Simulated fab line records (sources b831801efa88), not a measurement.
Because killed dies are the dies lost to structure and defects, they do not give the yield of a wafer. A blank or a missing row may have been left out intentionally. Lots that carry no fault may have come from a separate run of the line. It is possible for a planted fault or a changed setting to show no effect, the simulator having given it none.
The tool behind it: which one? ; flow gf180mcu ; 24 lots with 72 wafers sampled at 2 steps, on a route of 602 steps

## WHAT THE GAUGES READ, wafer by wafer
GF_M3_RS_MEAS_05: the measuring method here is four-point-probe. Usual: for M3_ALCU_RS the level is 0.0695 ohm/sq and the standard deviation is 0.00087.
lot;measured;on;M3_ALCU_RS (ohm/sq);flag
L074;day 19 22:33;film-metro-02;0.0687 0.0687 0.0694;
L075;day 20 13:52;film-metro-01;0.0680 0.0675 0.0673;
L076;day 20 17:04;film-metro-04;0.0694 0.0706 0.0701;
L077;day 21 03:58;film-metro-01;0.0711 0.0700 0.0723;
L078;day 21 16:33;film-metro-02;0.0692 0.0688 0.0690;
L079;day 22 02:55;film-metro-01;0.0700 0.0692 0.0698;
L080;day 22 08:11;film-metro-02;0.0688 0.0684 0.0693;
L081;day 23 00:55;film-metro-02;0.0693 0.0696 0.0693;
L082;day 23 02:22;film-metro-04;0.0690 0.0694 0.0691;
L083;day 23 14:57;film-metro-04;0.0710 0.0720 0.0708;
L084;day 23 21:48;film-metro-02;0.0682 0.0688 0.0685;
L085;day 24 12:10;film-metro-02;0.0698 0.0687 0.0685;
L086;day 24 13:16;film-metro-02;0.0686 0.0681 0.0690;
L087;day 25 03:32;film-metro-01;0.0708 0.0708 0.0696;
L088;day 25 10:54;film-metro-01;0.0701 0.0696 0.0696;
L089;day 25 21:21;film-metro-02;0.0686 0.0700 0.0684;
L090;day 26 11:25;film-metro-02;0.0696 0.0709 0.0698;
L091;day 26 22:20;film-metro-02;0.0691 0.0700 0.0697;
L092;day 27 03:18;film-metro-02;0.0693 0.0681 0.0686;
L093;day 27 06:16;film-metro-04;0.0695 0.0687 0.0690;
L094;day 27 10:07;film-metro-04;0.0700 0.0686 0.0697;
L095;day 27 13:18;film-metro-04;0.0700 0.0691 0.0693;
L096;day 27 20:57;film-metro-02;0.0689 0.0698 0.0696;
L097;day 28 05:16;film-metro-04;0.0700 0.0694 0.0700;

GF_V3_THK_MEAS_03. Usual: for V3_CVD_02_THK the level is 851 nm and the standard deviation is 13.
lot;measured;on;V3_CVD_02_THK (nm);flag
L074;day 21 00:10;film-metro-03;853 867 860;
L075;day 21 15:23;film-metro-04;842 867 861;
L076;day 21 18:09;film-metro-02;851 843 876;
L077;day 22 04:47;film-metro-04;823 852 843;
L078;day 22 17:01;film-metro-03;833 839 851;
L079;day 23 02:50;film-metro-04;841 847 841;
L080;day 23 08:07;film-metro-03;836 848 871;
L081;day 23 23:53;film-metro-02;850 866 868;
L082;day 24 00:08;film-metro-02;858 838 860;
L083;day 24 14:07;film-metro-02;852 833 858;
L084;day 24 21:19;film-metro-04;837 839 872;
L085;day 25 10:30;film-metro-03;841 847 853;
L086;day 25 11:31;film-metro-02;853 867 875;
L087;day 26 01:40;film-metro-04;855 851 874;
L088;day 26 09:13;film-metro-03;832 852 858;
L089;day 26 19:07;film-metro-03;852 854 856;
L090;day 27 09:10;film-metro-03;840 823 836;
L091;day 27 18:46;film-metro-03;837 861 870;
L092;day 28 00:50;film-metro-04;857 864 864;
L093;day 28 02:13;film-metro-02;831 868 868;
L094;day 28 06:50;film-metro-04;853 849 849;
L095;day 28 09:25;film-metro-03;846 825 841;
L096;day 28 17:11;film-metro-04;858 840 857;
L097;day 29 01:31;film-metro-03;846 844 847;

## WHICH TOOL RAN EACH LOT (tool, then ch and the chambers of the sampled wafers, then the start)
Record: no process step prior to these readings.

## AS READ BY THE TOOLS THEMSELVES (means over the sampled wafers that have a number; for cases with no such wafer, the mark the record gives instead)
The record holds no such reading with a usual standard deviation.

## THE ANSWER, worked out from the rows above alone
Rule: a lot counts as off when the mean over its wafers that have a number is more than 3 standard deviations away from the usual mean. A lot without any number at a reading at which 4 lots or more have one is off too. All remaining lots with rows at the step are treated as sound. After the gauges, taken in route order, come the tools' own readings; for these a lot's mean is taken, as printed above. At the first step where some lot is off, the reading lying furthest off is the one used; lots without a number count as furthest.
None of the lots is off at any reading shown; this tells nothing.

## WHAT WAS PUT IN BY THE SIMULATOR
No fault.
